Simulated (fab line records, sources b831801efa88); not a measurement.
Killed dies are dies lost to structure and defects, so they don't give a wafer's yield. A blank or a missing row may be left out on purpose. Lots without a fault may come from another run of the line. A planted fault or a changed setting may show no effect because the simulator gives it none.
fab line records | flow sky130
record lots=12 wafers=36 last_day=50
route steps=708 shown RES_PROTECT@214 POLY_GATE@227 LDD_HVP@280 PAD_OPEN@708
lots that met no fault: from a run of the same line without faults
start_h: hours from the record's first day to the start of the lot's first wafer shown | wait_h: hours since the lot's step before | " the same as in the row above | L1.1+2: a row that stands for several wafers | - no value, or no start given | * or withheld: withheld | < > ~ a bound
route shown NAME@n: a module of which the file shows steps, and the number in the route of the first | usual: mean/standard deviation of fault-free wafers | same: alike in all rows | chamber/n: place in a boat | sites: the reading at each site | _std_site: their standard deviation | _edge_site: outer sites' mean less inner sites' | radius_mm: how far each site lies from the wafer's centre | mask NAME#n: copy n | behind: the tool/chamber that last shaped the wafer | hold: why the lot was held/for how many hours/how that ended | device: the transistor (n, p or np) that didn't switch | end of line: the same wafers' tests at the end of the route | a step without rows: its recipe alone | killed: dies lost to structure and defects at the first sort, not the wafer's yield | map: a wafer's dies, x killed, . not, _ none there
set.NAME: the setting as run; set.NAME@STEP: as run at that earlier step | model.NAME: the simulator's own value behind a step, which no gauge read
steps of the route over a sample of lots; a table a step, a row a wafer
services: from which hour (start_h, from the record's first day; less than 0 if before it) a tool's chamber was out of use, for how many hours, and why
## steps
# step SKY_RES_PROTECT_STRIP_07
# recipe chemistry=O2/N2 power_w=1400 pressure_mtorr=1500 platen_temp_c=withheld o2_flow_sccm=3000 n2_flow_sccm=300 overash_fraction=0.5
# usual drypump_motor_current_A=5.4/0.55 o2_flow_sccm=3001/8.3 oes_product_au=0.517/0.0046 strip_time_to_endpoint_s=23.28/0.039
# columns lot.wafer tool chamber start_h wait_h drypump_motor_current_A o2_flow_sccm oes_product_au rf_hours_counter_h strip_time_to_endpoint_s
L159.2 plasma_asher-01 1 352.97 0.1 6.0 2993 0.523 68 23.28
L159.3 " 1 " " 6.0 2997 0.512 - 23.34
L159.5 " 1 " " 6.1 3008 0.525 - 23.30
L160.1 plasma_asher-02 0 354.47 0.1 4.8 3016 0.517 55 23.23
L160.2 " 1 " " 5.0 3006 0.517 55 23.26
L160.3 " 1 " " 5.0 3002 0.511 - 23.29
L161.2 plasma_asher-03 1 358.83 0.1 5.3 2987 0.520 64 23.26
L161.3 " 0 " " 5.1 3005 0.518 - 23.30
L161.4 " 1 " " 5.3 3006 0.511 - 23.28
L165.2 plasma_asher-01 0 391.72 0.1 6.2 2989 0.518 72 23.19
L165.3 " 0 " " 6.2 2976 0.514 - 23.19
L165.5 " 0 " " 6.2 3002 0.517 - 23.23
L170.1 plasma_asher-03 1 441.62 0.1 5.3 3009 0.521 1 23.22
L170.2 " 0 " " 5.1 2985 0.518 1 23.27
L170.6 " 1 " " 5.3 3007 0.521 - 23.19
L171.3 plasma_asher-01 0 446.55 0.1 6.2 3003 0.514 - 23.34
L171.4 " 1 " " 6.0 3015 0.524 - 23.35
L171.5 " 0 " " 6.2 2999 0.525 - 23.31
L172.1 plasma_asher-03 0 459.32 0.1 5.1 3003 0.520 3 23.23
L172.3 " 0 " " 5.1 3004 0.523 - 23.27
L172.5 " 1 " " 5.3 3010 0.510 - 23.25
L175.4 plasma_asher-02 0 475.40 0.1 4.8 2999 0.511 - 23.35
L175.5 " 1 " " 5.0 2981 0.524 - 23.27
L175.6 " 0 " " 4.8 3014 0.526 - 23.30
L176.2 plasma_asher-01 1 483.77 0.1 6.0 2993 0.503 81 23.24
L176.4 " 1 " " 6.0 2997 0.517 - 23.23
L176.6 " 1 " " 6.1 3001 0.518 - 23.26
L179.2 plasma_asher-01 0 512.47 0.1 6.2 2994 0.509 83 23.30
L179.4 " 0 " " 6.2 3001 0.520 - 23.36
L179.6 " 1 " " 6.0 3003 0.514 - 23.35
L181.1 plasma_asher-02 1 524.62 0.1 5.0 2999 0.518 72 23.27
L181.3 " 0 " " 4.8 3001 0.519 - 23.31
L181.5 " 0 " " 4.8 3011 0.520 - 23.29
L182.1 plasma_asher-03 0 538.98 0.1 5.1 3005 0.515 9 23.28
L182.2 " 1 " " 5.3 2995 0.519 9 23.31
L182.6 " 1 " " 5.3 3010 0.511 - 23.26
# step SKY_RES_PROTECT_TW_MEAS_08
# usual POLY_GATE_TW=4071/47
# columns lot.wafer tool chamber start_h wait_h POLY_GATE_TW
L159.2 film_metro-04 - 353.08 0.1 4061
L159.3 " - " " 4047
L159.5 " - " " 4040
L160.1 film_metro-01 - 354.57 0.1 4114
L160.2 " - " " 4105
L160.3 " - " " 4143
L161.2 film_metro-01 - 358.94 0.1 4108
L161.3 " - " " 4117
L161.4 " - " " 4096
L165.2 film_metro-02 - 391.83 0.1 4021
L165.3 " - " " 4015
L165.5 " - " " 4033
L170.1 film_metro-02 - 441.72 0.1 3958
L170.2 " - " " 3969
L170.6 " - " " 3975
L171.3 film_metro-01 - 446.64 0.1 4080
L171.4 " - " " 4085
L171.5 " - " " 4065
L172.1 film_metro-01 - 459.42 0.1 4087
L172.3 " - " " 4116
L172.5 " - " " 4098
L175.4 film_metro-01 - 475.50 0.1 4092
L175.5 " - " " 4063
L175.6 " - " " 4102
L176.2 film_metro-01 - 483.88 0.1 4088
L176.4 " - " " 4076
L176.6 " - " " 4094
L179.2 film_metro-04 - 512.58 0.1 4081
L179.4 " - " " 4084
L179.6 " - " " 4096
L181.1 film_metro-04 - 524.72 0.1 4069
L181.3 " - " " 4054
L181.5 " - " " 4016
L182.1 film_metro-04 - 539.08 0.1 4044
L182.2 " - " " 4058
L182.6 " - " " 4045
# step SKY_POLY_GATE_CD_MEAS_13
# recipe target_cd_nm=150
# usual cd_nm=149.9/1.2
# columns lot.wafer tool chamber start_h wait_h cd_nm
L159.2 cd_sem-01 - 383.52 - 148.9
L159.3 " - " " 148.7
L159.5 " - " " 148.9
L160.1 cd_sem-02 - 384.15 - 151.8
L160.2 " - " " 151.8
L160.3 " - " " 151.2
L161.2 cd_sem-02 - 389.47 - 151.1
L161.3 " - " " 150.1
L161.4 " - " " 149.7
L165.2 cd_sem-01 - 423.07 - 151.7
L165.3 " - " " 151.2
L165.5 " - " " 151.3
L170.1 cd_sem-01 - 474.32 - 150.5
L170.2 " - " " 151.4
L170.6 " - " " 150.2
L171.3 cd_sem-01 - 480.09 - 148.7
L171.4 " - " " 149.4
L171.5 " - " " 148.7
L172.1 cd_sem-01 - 492.63 - 151.2
L172.3 " - " " 152.8
L172.5 " - " " 151.7
L175.4 cd_sem-01 - 510.09 - 149.6
L175.5 " - " " 149.7
L175.6 " - " " 149.0
L176.2 cd_sem-01 - 516.99 - 150.7
L176.4 " - " " 150.2
L176.6 " - " " 149.8
L179.2 cd_sem-02 - 544.94 - 149.4
L179.4 " - " " 149.7
L179.6 " - " " 148.8
L181.1 cd_sem-01 - 556.82 - 151.4
L181.3 " - " " 150.5
L181.5 " - " " 151.4
L182.1 cd_sem-02 - 571.33 - 150.5
L182.2 " - " " 150.7
L182.6 " - " " 150.1
# step SKY_LDD_HVP_COAT_02
# recipe resist=NOVOLAK spin_rpm=3000 resist_thk_nm=300
# usual spin_speed_rpm=2999.7/2.3
# columns lot.wafer tool chamber start_h wait_h spin_speed_rpm
L159.2 litho_track-03 0 493.89 0.1 2999.9
L159.3 " 0 " " 2999.7
L159.5 " 0 " " 3001.8
L160.1 litho_track-03 0 497.52 0.1 3000.3
L160.2 " 0 " " 2999.5
L160.3 " 0 " " 2998.1
L161.2 litho_track-03 0 500.44 0.1 3000.4
L161.3 " 0 " " 2998.7
L161.4 " 0 " " 3000.0
L165.2 litho_track-04 0 534.65 0.1 2998.1
L165.3 " 0 " " 2995.7
L165.5 " 0 " " 2994.9
L170.1 litho_track-03 0 587.97 0.1 2949.8
L170.2 " 0 " " 2950.4
L170.6 " 0 " " 2948.5
L171.3 litho_track-03 0 591.07 0.1 2953.2
L171.4 " 0 " " 2948.3
L171.5 " 0 " " 2949.6
L172.1 litho_track-04 0 602.33 0.1 2994.9
L172.3 " 0 " " 3005.7
L172.5 " 0 " " 2997.9
L175.4 litho_track-04 0 618.40 0.1 3001.3
L175.5 " 0 " " 2996.4
L175.6 " 0 " " 3006.6
L176.2 litho_track-04 0 625.10 0.1 3001.8
L176.4 " 0 " " 3000.3
L176.6 " 0 " " 3001.6
L179.2 litho_track-04 0 650.90 0.1 3002.9
L179.4 " 0 " " 2998.8
L179.6 " 0 " " 3003.0
L181.1 litho_track-01 0 661.60 0.1 2999.2
L181.3 " 0 " " 2998.5
L181.5 " 0 " " 3001.5
L182.1 litho_track-04 0 676.08 0.1 3004.1
L182.2 " 0 " " 3000.9
L182.6 " 0 " " 3002.9
# step SKY_LDD_HVP_STRIP_09
# recipe chemistry=O2/N2 power_w=1400 pressure_mtorr=1500 platen_temp_c=withheld o2_flow_sccm=3000 n2_flow_sccm=300 overash_fraction=0.5
# usual drypump_motor_current_A=5.4/0.57 o2_flow_sccm=3001/8.5 oes_product_au=0.409/0.0047 strip_time_to_endpoint_s=4.139/0.015
# columns lot.wafer tool chamber start_h wait_h drypump_motor_current_A o2_flow_sccm oes_product_au rf_hours_counter_h strip_time_to_endpoint_s
L159.2 plasma_asher-04 1 509.21 0.1 5.0 2985 0.412 39 4.159
L159.3 " 1 " " 4.9 2992 0.409 - 4.147
L159.5 " 1 " " 5.0 3004 0.406 - 4.161
L160.1 plasma_asher-02 0 512.89 0.1 4.8 2984 0.414 71 4.151
L160.2 " 1 " " 5.0 2993 0.407 71 4.151
L160.3 " 0 " " 4.8 3003 0.413 - 4.141
L161.2 plasma_asher-01 0 515.40 0.1 6.2 3023 0.409 84 4.140
L161.3 " 0 " " 6.2 2995 0.412 - 4.132
L161.4 " 1 " " 6.0 3010 0.410 - 4.128
L165.2 plasma_asher-02 0 549.66 0.1 4.8 3001 0.408 75 4.161
L165.3 " 1 " " 5.0 3008 0.408 - 4.156
L165.5 " 0 " " 4.8 3005 0.404 - 4.144
L170.1 plasma_asher-02 0 603.11 0.1 4.8 3003 0.409 81 4.177
L170.2 " 1 " " 5.0 3010 0.415 81 4.179
L170.6 " 1 " " 5.0 3013 0.414 - 4.170
L171.3 plasma_asher-01 1 605.57 0.1 6.0 3010 0.412 - 4.174
L171.4 " 0 " " 6.2 3013 0.403 - 4.181
L171.5 " 0 " " 6.2 3006 0.414 - 4.193
L172.1 plasma_asher-02 0 617.00 0.1 4.8 2993 0.415 82 4.143
L172.3 " 0 " " 4.8 3001 0.406 - 4.127
L172.5 " 0 " " 4.8 3003 0.404 - 4.156
L175.4 plasma_asher-01 0 632.74 0.1 6.2 3004 0.397 - 4.110
L175.5 " 1 " " 6.0 2983 0.405 - 4.125
L175.6 " 0 " " 6.2 3011 0.404 - 4.122
L176.2 plasma_asher-01 0 639.45 0.1 6.2 3003 0.415 96 4.149
L176.4 " 1 " " 6.0 3010 0.406 - 4.136
L176.6 " 0 " " 6.2 2996 0.405 - 4.130
L179.2 plasma_asher-01 1 665.05 0.1 6.0 2999 0.411 99 4.128
L179.4 " 0 " " 6.2 2993 0.404 - 4.121
L179.6 " 1 " " 6.0 2989 0.409 - 4.112
L181.1 plasma_asher-04 1 675.36 0.1 5.0 3002 0.408 56 4.154
L181.3 " 1 " " 5.0 2988 0.412 - 4.173
L181.5 " 0 " " 5.5 2995 0.403 - 4.133
L182.1 plasma_asher-04 0 690.91 0.1 5.5 3009 0.412 58 4.126
L182.2 " 1 " " 5.0 2990 0.412 58 4.124
L182.6 " 1 " " 4.9 3001 0.407 - 4.149
# step SKY_PAD_OPEN_PROBE_99
# usual killed_at_M0_to_M3=43/7.1 killed_at_M4_up=3/1.7 killed_at_contacts=25/5.6 killed_at_front_end=16/4.1 killed_at_other=0.2/0.49 killed_dies=87/9.8 killed_open=47/7.6 killed_short=40/6.1
# same gross_dies=492 killed_at_back_side=0
# columns lot.wafer tool chamber start_h wait_h killed_at_M0_to_M3 killed_at_M4_up killed_at_contacts killed_at_front_end killed_at_other killed_dies killed_open killed_short
L171.3 prober-01 - 1148.67 0.2 41 5 36 19 0 101 52 49
L171.4 prober-01 - 1148.72 0.2 37 4 31 17 0 89 42 47
L171.5 prober-01 - 1148.77 0.2 58 2 27 14 0 101 55 46
L172.1 prober-01 - 1156.79 0.1 51 3 29 13 0 96 52 44
L172.3 prober-01 - 1156.89 0.2 40 2 26 19 0 87 46 41
L172.5 prober-01 - 1156.99 0.2 40 2 32 22 0 96 54 42
# killed by level:class
L171.3 CONTACT:geometric_particle:open=17 LI_CONTACT:geometric_particle:open=9 METAL2:geometric_particle:short=8 VIA1:geometric_particle:open=7 FIELD_ISO:geometric_particle:short=6 VIA2:geometric_particle:open=6 VIA1:geometric_particle:short=5 POLY_GATE:geometric_particle:short=4
L171.4 LI_CONTACT:geometric_particle:open=10 VIA1:geometric_particle:open=9 METAL2:geometric_particle:short=9 FIELD_ISO:geometric_particle:short=7 CONTACT:geometric_particle:open=7 VIA2:geometric_particle:open=7 LI_CONTACT:geometric_particle:short=6 LOCAL_INTERCONNECT:geometric_particle:short=6
L171.5 VIA1:geometric_particle:open=18 METAL1:geometric_particle:short=12 LI_CONTACT:geometric_particle:open=10 CONTACT:geometric_particle:open=7 FIELD_ISO:geometric_particle:short=6 VIA2:geometric_particle:open=6 LOCAL_INTERCONNECT:geometric_particle:short=4 METAL2:geometric_particle:short=4
L172.1 VIA1:geometric_particle:open=17 LI_CONTACT:geometric_particle:open=10 CONTACT:geometric_particle:short=7 VIA2:geometric_particle:open=7 FIELD_ISO:geometric_particle:open=6 CONTACT:geometric_particle:open=6 VIA1:geometric_particle:short=6 METAL2:geometric_particle:short=5
L172.3 VIA1:geometric_particle:open=13 CONTACT:geometric_particle:open=10 POLY_GATE:geometric_particle:open=5 LI_CONTACT:geometric_particle:open=5 LOCAL_INTERCONNECT:geometric_particle:short=5 METAL1:geometric_particle:short=5 VIA3:geometric_particle:open=5 FIELD_ISO:geometric_particle:short=4
L172.5 CONTACT:geometric_particle:open=13 VIA1:geometric_particle:open=12 FIELD_ISO:geometric_particle:short=9 LI_CONTACT:geometric_particle:open=7 VIA3:geometric_particle:open=7 POLY_GATE:geometric_particle:short=6 METAL1:geometric_particle:short=4 LOCAL_INTERCONNECT:geometric_particle:open=4
## services
# columns tool chamber start_h hours kind
plasma_asher-02 - 334.47 5.1 repair
plasma_asher-03 - 402.19 4.3 repair
plasma_asher-03 - 421.25 9.0 pm
plasma_asher-03 0 421.25 9.5 vent_cycle
plasma_asher-03 1 421.25 9.5 vent_cycle
plasma_asher-03 - 428.03 2.7 repair
plasma_asher-03 0 430.25 - clean
plasma_asher-03 1 430.25 - clean
plasma_asher-01 - 472.60 2.8 pm
plasma_asher-03 - 505.81 23.8 repair
plasma_asher-01 - 529.24 4.1 repair
plasma_asher-02 - 638.98 1.7 repair
plasma_asher-02 - 642.88 3.0 repair
plasma_asher-03 - 665.71 0.6 repair
plasma_asher-03 - 666.26 2.8 pm
plasma_asher-03 - 670.87 1.4 repair
## key
first_sign step=SKY_LDD_HVP_COAT_02 reading=spin_speed_rpm direction=down sigmas=21 usual=2999.7 struck=2950.0
effect step=SKY_LDD_HVP_STRIP_09 reading=strip_time_to_endpoint_s direction=up sigmas=2.6 usual=* struck=*
met_at SKY_LDD_HVP_COAT_02
struck_lots L170,L171
tester_left_out L170,L171
not_acting_at SKY_RES_PROTECT_STRIP_07,SKY_RES_PROTECT_TW_MEAS_08,SKY_POLY_GATE_CD_MEAS_13
onset_between 500.44 587.97
fault kind=process_parameter_drift tool=litho_track-03 chamber=- onset_h=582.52 steps=SKY_LDD_HVP_COAT_02 channel=spin_rpm offset=-49.313 shape=step end_h=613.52 acts_in=these_recipes_only stated=3000
# tester_left_out: of these lots the tester's yield and bins aren't shown, on N5 and GAA mostly nor the transistor test; their killed dies are dies lost to structure and defects alone, not to doping, threshold or leakage, so they don't give the yield
